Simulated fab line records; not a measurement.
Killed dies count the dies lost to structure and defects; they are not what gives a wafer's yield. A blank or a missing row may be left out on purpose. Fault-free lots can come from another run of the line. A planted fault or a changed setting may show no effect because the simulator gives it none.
fab line records + flow sky130
[record]
- lots = 13
- wafers = 39
- last-day = 50
route steps=708 shown CONTACT@433 METAL1@437 PAD_OPEN@708
lots that met no fault: taken from a fault-free run of the same line
start-h: start of the lot's first displayed wafer, in hours after the record's first day + wait-h: hours since the lot's step before + " unchanged from the row above + L1.1+2: a single row standing in for several wafers + - no value, or no start was given + * or withheld: withheld + < > ~ a bound
route shown NAME@n: NAME is a module with steps in the file, n the number in the route of the first one + usual: mean/standard deviation of fault-free wafers + same: alike in all rows + chamber/n: place in a boat + sites: each site's reading + _std_site: how widely they spread, as a standard deviation + _edge_site: outer sites' mean less inner sites' + radius-mm: how far each site lies from the wafer's centre + mask NAME#n: copy n + behind: tool/chamber where the wafer was last shaped + hold: reason for holding the lot/hours on hold/outcome of the hold + device: names the non-switching transistor (n, p or np) + end of line: the tests these same wafers got at the end of their route + a step with no rows: only its recipe + killed: at the first sort, the dies lost to defects and structure; wafer yield is something else + map: per-die view of a wafer (x killed, . not killed, _ where there is no die)
set.NAME: the setting as run; set.NAME@STEP: as run at that earlier step + model.NAME: the simulator's own value behind a step, which no gauge read
a sample of lots followed through the steps of the route, with each step as a table and each wafer as a row
services: a tool's chamber out of use, with start hour (start-h, from the record's first day; less than 0 if before it), hours out, and reason
[[steps]]
[step SKY_CONTACT_CMP_27]
[recipe]
- stop-on = SiO2
- t-overpolish-s = 15
- down-force-psi = 3.5
- platen-rpm = 60
- target-thk-nm = 0
- pad-velocity-m-s = 0.94248
[usual]
- edge-zone-pressure-frac = 1.001/0.0049
- motor-current-A = 11.1/1
- overpolish-run-s = 15.000/0.0089
- time-to-endpoint-s = 81.9/3
| lot.wafer | tool   | chamber | start-h | wait-h | edge-zone-pressure-frac | motor-current-A | overpolish-run-s | time-to-endpoint-s |
|-----------|--------|---------|---------|--------|-------------------------|-----------------|------------------|--------------------|
| L712.2    | cmp-02 | 0       | 729.10  | 0.0    | 0.998                   | 12.9            | 14.996           | 81.3               |
| L712.3    | "      | 3       | "       | "      | 1.001                   | 9.9             | 14.998           | 81.7               |
| L712.6    | "      | 1       | "       | "      | 0.995                   | 12.3            | 14.996           | 83.0               |
| L713.1    | cmp-02 | 2       | 741.68  | 0.1    | 0.998                   | 9.8             | 14.991           | 81.2               |
| L713.3    | "      | 3       | "       | "      | 1.004                   | 9.8             | 14.996           | 78.0               |
| L713.6    | "      | 1       | "       | "      | 1.008                   | 12.0            | 14.987           | 79.8               |
| L714.4    | cmp-02 | 0       | 762.75  | 0.2    | 0.999                   | 12.3            | 15.005           | 84.2               |
| L714.6    | "      | 0       | "       | "      | 1.002                   | 12.2            | 14.997           | 82.1               |
| L714.5    | "      | 1       | "       | "      | 0.999                   | 11.5            | 15.004           | 86.3               |
| L716.3    | cmp-02 | 3       | 770.20  | 0.1    | 0.994                   | 9.7             | 14.998           | 79.0               |
| L716.4    | "      | 0       | "       | "      | 0.992                   | 12.2            | 15.018           | 79.2               |
| L716.6    | "      | 3       | "       | "      | 1.005                   | 9.9             | 14.977           | 80.4               |
| L718.2    | cmp-02 | 3       | 786.61  | 0.1    | 1.011                   | 9.8             | 14.990           | 80.0               |
| L718.3    | "      | 1       | "       | "      | 1.002                   | 11.6            | 15.001           | 79.7               |
| L718.5    | "      | 2       | "       | "      | 1.000                   | 9.8             | 0.040            | 126.2              |
| L720.1    | cmp-01 | 2       | 796.45  | 0.1    | 1.005                   | 11.9            | 15.002           | 85.0               |
| L720.3    | "      | 3       | "       | "      | 1.000                   | 10.0            | 14.998           | 80.6               |
| L720.2    | "      | 0       | "       | "      | 0.994                   | 10.5            | 15.000           | 82.0               |
| L721.4    | cmp-02 | 1       | 805.81  | 0.0    | 0.995                   | 12.3            | 15.006           | 81.1               |
| L721.2    | "      | 0       | "       | "      | 1.009                   | 12.9            | 14.992           | 77.6               |
| L721.6    | "      | 2       | "       | "      | 1.003                   | 9.8             | 0.035            | 124.2              |
| L728.1    | cmp-02 | 1       | 872.54  | 0.2    | 0.997                   | 11.7            | 15.010           | 78.4               |
| L728.3    | "      | 3       | "       | "      | 0.997                   | 10.2            | 15.009           | 77.9               |
| L728.5    | "      | 2       | "       | "      | 1.000                   | 10.1            | 14.987           | 80.1               |
| L730.3    | cmp-01 | 0       | 892.06  | 0.1    | 1.000                   | 10.9            | 14.994           | 79.9               |
| L730.2    | "      | 1       | "       | "      | 1.004                   | 11.0            | 14.981           | 80.8               |
| L730.5    | "      | 3       | "       | "      | 0.997                   | 9.8             | 14.996           | 78.2               |
| L731.1    | cmp-02 | 2       | 892.17  | 0.1    | 1.005                   | 10.2            | 14.997           | 82.4               |
| L731.3    | "      | 0       | "       | "      | 0.993                   | 12.7            | 14.996           | 83.0               |
| L731.5    | "      | 3       | "       | "      | 1.002                   | 10.0            | 15.010           | 81.2               |
| L732.4    | cmp-02 | 1       | 893.09  | 0.0    | 0.994                   | 11.7            | 15.011           | 79.7               |
| L732.3    | "      | 2       | "       | "      | 0.992                   | 10.2            | 15.004           | 82.3               |
| L732.6    | "      | 2       | "       | "      | 0.999                   | 10.2            | 14.989           | 80.9               |
| L734.2    | cmp-02 | 0       | 903.33  | 0.0    | 1.009                   | 13.1            | 15.000           | 85.6               |
| L734.3    | "      | 1       | "       | "      | 1.002                   | 11.9            | 14.986           | 87.3               |
| L734.5    | "      | 1       | "       | "      | 1.003                   | 11.8            | 15.003           | 84.4               |
| L735.2    | cmp-01 | 3       | 912.99  | 0.1    | 0.998                   | 10.2            | 15.003           | 83.0               |
| L735.4    | "      | 0       | "       | "      | 1.000                   | 10.9            | 15.004           | 81.0               |
| L735.3    | "      | 1       | "       | "      | 0.999                   | 10.6            | 15.010           | 80.6               |
[step SKY_METAL1_SPUTTER_03]
[recipe]
- material = Ti
- target-thk-nm = 5
- power-w = 3000
- time-s = 3.3
- chamber-pressure-pa = 0.4
[usual]
- throttle-valve-pct = 29.7/0.93
| lot.wafer | tool           | chamber | start-h | wait-h | throttle-valve-pct |
|-----------|----------------|---------|---------|--------|--------------------|
| L712.2    | pvd-sputter-03 | -       | 729.48  | 0.0    | 30.4               |
| L712.3    | "              | -       | "       | "      | 29.7               |
| L712.6    | "              | -       | "       | "      | 30.3               |
| L713.1    | pvd-sputter-01 | -       | 742.00  | 0.0    | 28.9               |
| L713.3    | "              | -       | "       | "      | 29.7               |
| L713.6    | "              | -       | "       | "      | 29.5               |
| L714.4    | pvd-sputter-01 | -       | 763.12  | 0.0    | 29.5               |
| L714.5    | "              | -       | "       | "      | 29.7               |
| L714.6    | "              | -       | "       | "      | 29.3               |
| L716.3    | pvd-sputter-01 | -       | 770.53  | 0.0    | 30.7               |
| L716.4    | "              | -       | "       | "      | 29.7               |
| L716.6    | "              | -       | "       | "      | 28.8               |
| L718.2    | pvd-sputter-02 | -       | 786.93  | 0.0    | 30.0               |
| L718.3    | "              | -       | "       | "      | 28.2               |
| L720.1    | pvd-sputter-01 | -       | 796.77  | 0.0    | 28.7               |
| L720.2    | "              | -       | "       | "      | 29.4               |
| L720.3    | "              | -       | "       | "      | 31.0               |
| L721.2    | pvd-sputter-02 | -       | 806.18  | 0.0    | 29.3               |
| L721.4    | "              | -       | "       | "      | 27.8               |
| L728.1    | pvd-sputter-02 | -       | 872.91  | 0.0    | 29.0               |
| L728.3    | "              | -       | "       | "      | 29.4               |
| L728.5    | "              | -       | "       | "      | 29.2               |
| L730.2    | pvd-sputter-01 | -       | 892.33  | 0.0    | 29.5               |
| L730.3    | "              | -       | "       | "      | 29.1               |
| L730.5    | "              | -       | "       | "      | 29.9               |
| L731.1    | pvd-sputter-02 | -       | 892.55  | 0.0    | 28.2               |
| L731.3    | "              | -       | "       | "      | 29.3               |
| L731.5    | "              | -       | "       | "      | 29.3               |
| L732.3    | pvd-sputter-03 | -       | 893.46  | 0.0    | 31.4               |
| L732.4    | "              | -       | "       | "      | 30.5               |
| L732.6    | "              | -       | "       | "      | 31.6               |
| L734.2    | pvd-sputter-03 | -       | 903.70  | 0.0    | 31.4               |
| L734.3    | "              | -       | "       | "      | 29.2               |
| L734.5    | "              | -       | "       | "      | 30.6               |
| L735.2    | pvd-sputter-03 | -       | 913.31  | 0.0    | 31.6               |
| L735.3    | "              | -       | "       | "      | 30.5               |
| L735.4    | "              | -       | "       | "      | 30.5               |
[step SKY_METAL1_THK_MEAS_06]
[recipe]
- thk-meas-gauge = xrf
- reads = AlCu_of_METAL1_SPUTTER_02
[usual]
- METAL1_ALCU_THK = 247.7/3
| lot.wafer | tool          | chamber | start-h | wait-h | METAL1_ALCU_THK[nm] |
|-----------|---------------|---------|---------|--------|---------------------|
| L712.2    | film-metro-03 | -       | 729.67  | 0.1    | 245.1               |
| L712.3    | "             | -       | "       | "      | 250.4               |
| L712.6    | "             | -       | "       | "      | 248.8               |
| L713.1    | film-metro-04 | -       | 742.19  | 0.1    | 250.4               |
| L713.3    | "             | -       | "       | "      | 247.4               |
| L713.6    | "             | -       | "       | "      | 248.7               |
| L714.4    | film-metro-04 | -       | 763.34  | 0.1    | 249.9               |
| L714.5    | "             | -       | "       | "      | 248.7               |
| L714.6    | "             | -       | "       | "      | 248.6               |
| L716.3    | film-metro-03 | -       | 770.73  | 0.1    | 245.9               |
| L716.4    | "             | -       | "       | "      | 248.9               |
| L716.6    | "             | -       | "       | "      | 250.1               |
| L718.2    | film-metro-04 | -       | 787.13  | 0.1    | 245.8               |
| L718.3    | "             | -       | "       | "      | 251.4               |
| L720.1    | film-metro-03 | -       | 796.96  | 0.1    | 252.4               |
| L720.2    | "             | -       | "       | "      | 246.0               |
| L720.3    | "             | -       | "       | "      | 247.1               |
| L721.2    | film-metro-03 | -       | 806.38  | 0.1    | 241.9               |
| L721.4    | "             | -       | "       | "      | 240.9               |
| L728.1    | film-metro-03 | -       | 873.10  | 0.1    | 243.1               |
| L728.3    | "             | -       | "       | "      | 246.2               |
| L728.5    | "             | -       | "       | "      | 246.2               |
| L730.2    | film-metro-04 | -       | 892.53  | 0.1    | 250.9               |
| L730.3    | "             | -       | "       | "      | 248.6               |
| L730.5    | "             | -       | "       | "      | 249.9               |
| L731.1    | film-metro-03 | -       | 892.73  | 0.1    | 247.1               |
| L731.3    | "             | -       | "       | "      | 247.3               |
| L731.5    | "             | -       | "       | "      | 249.6               |
| L732.3    | film-metro-02 | -       | 893.67  | 0.1    | 246.1               |
| L732.4    | "             | -       | "       | "      | 246.6               |
| L732.6    | "             | -       | "       | "      | 247.8               |
| L734.2    | film-metro-03 | -       | 903.90  | 0.1    | 248.5               |
| L734.3    | "             | -       | "       | "      | 248.4               |
| L734.5    | "             | -       | "       | "      | 246.4               |
| L735.2    | film-metro-04 | -       | 913.51  | 0.1    | 253.7               |
| L735.3    | "             | -       | "       | "      | 254.6               |
| L735.4    | "             | -       | "       | "      | 254.3               |
[step SKY_METAL1_OVL_MEAS_16]
[usual]
- METAL1_OVL = 2/6.1
| lot.wafer | tool       | chamber | start-h | wait-h | METAL1_OVL[nm] |
|-----------|------------|---------|---------|--------|----------------|
| L712.2    | overlay-01 | -       | 757.24  | 0.1    | -3             |
| L712.3    | "          | -       | "       | "      | 0              |
| L712.6    | "          | -       | "       | "      | -5             |
| L713.1    | overlay-02 | -       | 769.94  | 0.1    | -8             |
| L713.3    | "          | -       | "       | "      | -5             |
| L713.6    | "          | -       | "       | "      | 3              |
| L714.4    | overlay-02 | -       | 790.70  | 0.1    | 3              |
| L714.5    | "          | -       | "       | "      | 0              |
| L714.6    | "          | -       | "       | "      | 3              |
| L716.3    | overlay-01 | -       | 797.40  | 0.1    | 15             |
| L716.4    | "          | -       | "       | "      | 7              |
| L716.6    | "          | -       | "       | "      | 6              |
| L718.2    | overlay-01 | -       | 814.90  | 0.1    | 9              |
| L718.3    | "          | -       | "       | "      | 2              |
| L720.1    | overlay-02 | -       | 824.54  | 0.1    | 4              |
| L720.2    | "          | -       | "       | "      | 1              |
| L720.3    | "          | -       | "       | "      | 5              |
| L721.2    | overlay-02 | -       | 833.20  | 0.1    | 11             |
| L721.4    | "          | -       | "       | "      | 19             |
| L728.1    | overlay-02 | -       | 899.26  | 0.1    | -1             |
| L728.3    | "          | -       | "       | "      | -2             |
| L728.5    | "          | -       | "       | "      | -6             |
| L730.2    | overlay-02 | -       | 917.66  | 0.1    | -3             |
| L730.3    | "          | -       | "       | "      | -9             |
| L730.5    | "          | -       | "       | "      | -2             |
| L731.1    | overlay-01 | -       | 917.99  | 0.1    | 2              |
| L731.3    | "          | -       | "       | "      | 3              |
| L731.5    | "          | -       | "       | "      | 1              |
| L732.3    | overlay-01 | -       | 918.62  | 0.1    | 5              |
| L732.4    | "          | -       | "       | "      | -3             |
| L732.6    | "          | -       | "       | "      | -1             |
| L734.2    | overlay-02 | -       | 928.55  | 0.1    | 8              |
| L734.3    | "          | -       | "       | "      | 9              |
| L734.5    | "          | -       | "       | "      | 13             |
| L735.2    | overlay-02 | -       | 937.75  | 0.1    | 5              |
| L735.3    | "          | -       | "       | "      | 1              |
| L735.4    | "          | -       | "       | "      | 6              |
[step SKY_PAD_OPEN_PROBE_99]
[usual]
- killed_at_M0_to_M3 = 43/7.4
- killed_at_M4_up = 3.1/1.9
- killed-at-contacts = 25/5.4
- killed-at-front-end = 15/4.3
- killed-at-other = 0.3/0.54
- killed-dies = 86/10
- killed-on-rim = 17/4
- killed-open = 46/7.4
- killed-short = 40/7
[same]
- gross-dies = 492
- killed-at-back-side = 0
| lot.wafer | tool      | chamber | start-h | wait-h | killed_at_M0_to_M3 | killed_at_M4_up | killed-at-contacts | killed-at-front-end | killed-at-other | killed-dies | killed-on-rim | killed-open | killed-short |
|-----------|-----------|---------|---------|--------|--------------------|-----------------|--------------------|---------------------|-----------------|-------------|---------------|-------------|--------------|
| L712.2    | prober-01 | -       | 1071.50 | 0.1    | 44                 | 2               | 24                 | 18                  | 0               | 88          | 14            | 46          | 40           |
| L712.3    | prober-01 | -       | 1071.55 | 0.2    | 51                 | 1               | 27                 | 23                  | 1               | 103         | 20            | 47          | 54           |
| L712.6    | prober-01 | -       | 1071.70 | 0.2    | 51                 | 6               | 19                 | 18                  | 0               | 94          | 18            | 43          | 51           |
| L718.2    | prober-01 | -       | 1114.26 | 0.1    | 45                 | 2               | 31                 | 13                  | 0               | 91          | 13            | 49          | 42           |
| L718.3    | prober-01 | -       | 1114.31 | 0.2    | 36                 | 4               | 26                 | 15                  | 0               | 81          | 14            | 56          | 25           |
| L718.5    | prober-01 | -       | 1114.41 | 0.2    | 53                 | 2               | 420                | 16                  | 1               | 492         | 96            | 60          | 42           |
| L721.2    | prober-02 | -       | 1130.63 | 0.1    | 38                 | 3               | 34                 | 11                  | 1               | 87          | 16            | 48          | 39           |
| L721.4    | prober-02 | -       | 1130.73 | 0.2    | 28                 | 4               | 23                 | 8                   | 1               | 64          | 8             | 30          | 34           |
| L721.6    | prober-02 | -       | 1130.83 | 0.2    | 30                 | 4               | 449                | 8                   | 1               | 492         | 96            | 38          | 22           |
| L728.1    | prober-01 | -       | 1175.56 | 0.1    | 38                 | 4               | 21                 | 12                  | 0               | 75          | 15            | 42          | 33           |
| L728.3    | prober-01 | -       | 1175.66 | 0.2    | 39                 | 1               | 26                 | 15                  | 0               | 81          | 10            | 42          | 38           |
// killed by level:class
L712.2 CONTACT:geometric-particle:short=8 METAL2:geometric-particle:short=8 CONTACT:geometric-particle:open=8 VIA3:geometric-particle:open=8 FIELD_ISO:geometric-particle:open=7 VIA1:geometric-particle:open=6 FIELD_ISO:geometric-particle:short=5 METAL1:geometric-particle:short=5
L712.3 VIA1:geometric-particle:open=9 CONTACT:geometric-particle:open=8 FIELD_ISO:geometric-particle:short=7 METAL2:geometric-particle:short=7 CONTACT:geometric-particle:short=7 METAL1:geometric-particle:short=6 VIA2:geometric-particle:open=6 METAL3:geometric-particle:short=6
L712.6 VIA1:geometric-particle:open=13 METAL2:geometric-particle:short=9 FIELD_ISO:geometric-particle:open=8 CONTACT:geometric-particle:open=8 FIELD_ISO:geometric-particle:short=6 METAL1:geometric-particle:short=6 VIA1:geometric-particle:short=6 CONTACT:geometric-particle:short=5
L718.2 VIA1:geometric-particle:open=11 CONTACT:geometric-particle:open=10 VIA2:geometric-particle:open=10 LOCAL_INTERCONNECT:geometric-particle:short=7 METAL1:geometric-particle:short=6 LI_CONTACT:geometric-particle:open=5 CONTACT:geometric-particle:short=5 POLY_GATE:geometric-particle:short=4
L718.3 CONTACT:geometric-particle:open=17 VIA1:geometric-particle:open=9 VIA2:geometric-particle:open=7 FIELD_ISO:geometric-particle:short=5 LI_CONTACT:geometric-particle:open=5 VIA3:geometric-particle:open=5 METAL1:geometric-particle:short=5 FIELD_ISO:geometric-particle:open=4
L718.5 CONTACT:area-cmp=390 CONTACT:geometric-particle:open=14 VIA1:geometric-particle:open=12 VIA3:geometric-particle:open=7 LI_CONTACT:geometric-particle:open=6 METAL1:geometric-particle:short=6 FIELD_ISO:geometric-particle:open=5 FIELD_ISO:geometric-particle:short=5
L721.2 CONTACT:geometric-particle:open=11 VIA2:geometric-particle:open=9 LI_CONTACT:geometric-particle:open=8 CONTACT:geometric-particle:short=8 VIA1:geometric-particle:open=7 VIA3:geometric-particle:open=5 METAL1:geometric-particle:short=4 POLY_GATE:geometric-particle:short=3
L721.4 CONTACT:geometric-particle:open=10 METAL2:geometric-particle:short=7 LI_CONTACT:geometric-particle:open=6 POLY_GATE:geometric-particle:short=5 VIA1:geometric-particle:short=4 LOCAL_INTERCONNECT:geometric-particle:short=3 CONTACT:geometric-particle:short=3 METAL1:geometric-particle:short=3
L721.6 CONTACT:area-cmp=432 VIA1:geometric-particle:open=10 CONTACT:geometric-particle:open=8 LI_CONTACT:geometric-particle:open=6 METAL2:geometric-particle:short=5 FIELD_ISO:geometric-particle:open=3 POLY_GATE:geometric-particle:short=2 VIA2:geometric-particle:short=2
L728.1 CONTACT:geometric-particle:open=10 VIA1:geometric-particle:open=10 METAL2:geometric-particle:short=9 POLY_GATE:geometric-particle:open=5 VIA3:geometric-particle:open=5 VIA1:geometric-particle:short=5 METAL4:geometric-particle:short=4 POLY_GATE:geometric-particle:short=4
L728.3 VIA1:geometric-particle:open=13 CONTACT:geometric-particle:short=7 LI_CONTACT:geometric-particle:open=7 FIELD_ISO:geometric-particle:open=6 METAL1:geometric-particle:short=6 CONTACT:geometric-particle:open=5 METAL2:geometric-particle:short=5 LOCAL_INTERCONNECT:geometric-particle:short=4
[[services]]
| tool           | chamber | start-h | hours | kind                   |
|----------------|---------|---------|-------|------------------------|
| cmp-01         | -       | 714.46  | 2.6   | repair                 |
| pvd-sputter-02 | -       | 720.07  | 14.5  | repair                 |
| cmp-02         | -       | 733.94  | 2.8   | repair                 |
| cmp-01         | -       | 744.13  | 4.0   | pm                     |
| cmp-02         | -       | 744.29  | 1.5   | repair                 |
| pvd-sputter-02 | -       | 745.22  | 3.9   | repair                 |
| pvd-sputter-03 | -       | 745.88  | 1.9   | repair                 |
| cmp-01         | -       | 761.53  | 3.9   | repair                 |
| pvd-sputter-02 | -       | 767.52  | 5.3   | repair                 |
| pvd-sputter-01 | -       | 781.14  | 1.9   | repair                 |
| cmp-02         | -       | 817.57  | 0.8   | repair                 |
| cmp-02         | -       | 837.78  | 4.6   | pm                     |
| pvd-sputter-03 | 0       | 853.83  | -     | consumable-replace:kit |
| pvd-sputter-03 | 0       | 853.83  | 18.0  | scheduled-down         |
| pvd-sputter-03 | 0       | 853.83  | 18.0  | vent-cycle             |
| pvd-sputter-01 | 2       | 856.66  | -     | consumable-replace:kit |
| pvd-sputter-01 | 2       | 856.66  | 18.0  | scheduled-down         |
| pvd-sputter-01 | 2       | 856.66  | 18.0  | vent-cycle             |
| cmp-01         | -       | 869.16  | 5.3   | pm                     |
| cmp-02         | -       | 874.69  | 11.1  | pm                     |
| pvd-sputter-02 | 0       | 880.77  | -     | consumable-replace:kit |
| pvd-sputter-02 | 0       | 880.77  | 18.0  | scheduled-down         |
| pvd-sputter-02 | 0       | 880.77  | 18.0  | vent-cycle             |
| cmp-02         | -       | 912.06  | 4.0   | pm                     |
[[key]]
[first-sign]
- step = SKY_CONTACT_CMP_27
- reading = overpolish-run-s
- direction = down
- sigmas = 99+
- usual = 15.000
- struck = 0.038
[effect]
- step = SKY_CONTACT_CMP_27
- reading = time-to-endpoint-s
- direction = up
- sigmas = 15
- usual = *
- struck = *
[effect]
- step = SKY_PAD_OPEN_PROBE_99
- reading = killed-at-contacts
- direction = up
- sigmas = 76
- usual = 25
- struck = 434
[more-kills-born-at]
- SKY_CONTACT_CMP_27@cmp-02 = 822
met-at SKY_CONTACT_CMP_27
struck-lots L718,L721
struck-wafers L718.5,L721.6
later-rows-left-out L718.5,L721.6
tester-left-out L718,L721
not-acting-at SKY_METAL1_SPUTTER_03,SKY_METAL1_THK_MEAS_06,SKY_METAL1_OVL_MEAS_16
onset-between 741.68 786.61
[fault]
- kind = process-parameter-drift
- tool = cmp-02
- chamber = 2
- onset-h = 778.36
- steps = SKY_CONTACT_CMP_27
- channel = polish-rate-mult
- offset = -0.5
- shape = step
- end-h = 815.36
// tester-left-out: of these lots the tester's yield and bins aren't shown, on N5 and GAA mostly nor the transistor test; their killed dies are dies lost to structure and defects alone, not to doping, threshold or leakage, so they don't give the yield
// later-rows-left-out: the simulator's readings of these wafers behind a module that went badly wrong aren't trusted and aren't shown, but for the sort
